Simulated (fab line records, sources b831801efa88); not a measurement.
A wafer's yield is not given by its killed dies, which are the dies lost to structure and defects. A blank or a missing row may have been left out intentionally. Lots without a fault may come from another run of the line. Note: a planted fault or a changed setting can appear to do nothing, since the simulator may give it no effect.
8D (eight disciplines) problem report, filled in by code | flow sky130 | the parts of the form that need people (team, actions taken, sign-off) are left out

== 1. THE PROBLEM ==
SONOS_TUNNEL_TW at SKY_SONOS_TUNNEL_TW_MEAS_12 reads a mean of 190.5 on 6 wafers of 2 lots; wafers without a fault read 197.5 with a standard deviation of 1. That is -7.0 standard deviations from the usual mean.
Seen first at day 16 15:18 on film_metro-01, wafer L862.3. At this step, 36 wafers from 12 lots have a number in the record. Rule for "out", or "out of limits": more than 4 standard deviations from the usual mean. The rest of the wafers with a number are treated as sound.

== 2. WHAT IT IS; WHAT IT IS NOT ==
question                    | is                           | is not
which readings at this step | SONOS_TUNNEL_TW              | -
which lots                  | L862, L865                   | L847, L848, L849, L850, L852, L856, L860, L866, L867, L870
which wafers of those lots  | all that have a number       | -
read on which gauges        | film_metro-01, film_metro-02 | film_metro-04
when                        | from day 16 15:18            | up to then (21 sound wafers); but 9 sound wafers of L866, L867, L870 came after

== 3. THE SUSPECTS, EACH WITH WHAT RULES IT OUT ==
Counting: any tool at a process step up to the reading is kept as a suspect provided that every lot that is out went through it and no sound lot did after the first of them.
- the gauge at SKY_SONOS_TUNNEL_TW_MEAS_12 is ruled out. 2 gauges (film_metro-01, film_metro-02) read the wafers that are out.
- implanter-04 at SKY_SONOS_TUNNEL_IMPLANT_09: kept. It ran every lot that is out, first L862 (day 16 14:55), and no sound lot after that. On those wafers its own readings are out: dose_ions_cm2, faraday_current_uA.
After counting, what remains is implanter-04 at SKY_SONOS_TUNNEL_IMPLANT_09.

== 4. THE CAUSE (what the simulator had put in) ==
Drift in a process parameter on implanter-04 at SKY_SONOS_TUNNEL_IMPLANT_09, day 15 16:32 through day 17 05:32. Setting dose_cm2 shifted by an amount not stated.
This tool alone remained once counting was done.

== 5. THE CHAIN OF EFFECTS, in route order ==
Rows list readings where the struck wafers' mean (over those with a number) sits beyond 3 standard deviations from the usual. Scope: only readings with a usual standard deviation given in the record; hours: median across lots of the time from each lot's start at the first step in this table that gives one to its start at this step; sigmas: change in usual standard deviations.
hours | step                        | reading            | usual      | on struck wafers | change      | sigmas
0     | SKY_SONOS_TUNNEL_IMPLANT_09 | dose_ions_cm2      | 1.0001e+12 | 8.8063e+11       | -1.1947e+11 | -99 or more
0     | SKY_SONOS_TUNNEL_IMPLANT_09 | faraday_current_uA | 5.64       | 4.97             | -0.67       | -5.5
0     | SKY_SONOS_TUNNEL_TW_MEAS_12 | SONOS_TUNNEL_TW    | 197.5      | 190.5            | -7.0        | -7.0
It contains these process steps:
- SKY_SONOS_TUNNEL_IMPLANT_09

== 6. WHAT WOULD HAVE CAUGHT IT SOONER ==
In this record the first reading out of limits at a measuring or inspecting step was taken at day 16 15:18, 23 hours after the fault began at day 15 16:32.
The tool's own readings at SKY_SONOS_TUNNEL_IMPLANT_09 were out on every struck wafer that the step has a row for (dose_ions_cm2, faraday_current_uA): an alarm limit on them would have fired on the first of those.
Among the 2 lots that are out, L865 began SKY_SONOS_TUNNEL_IMPLANT_09 on implanter-04 after day 16 15:18. A tool hold placed at that time would have kept it from harm.
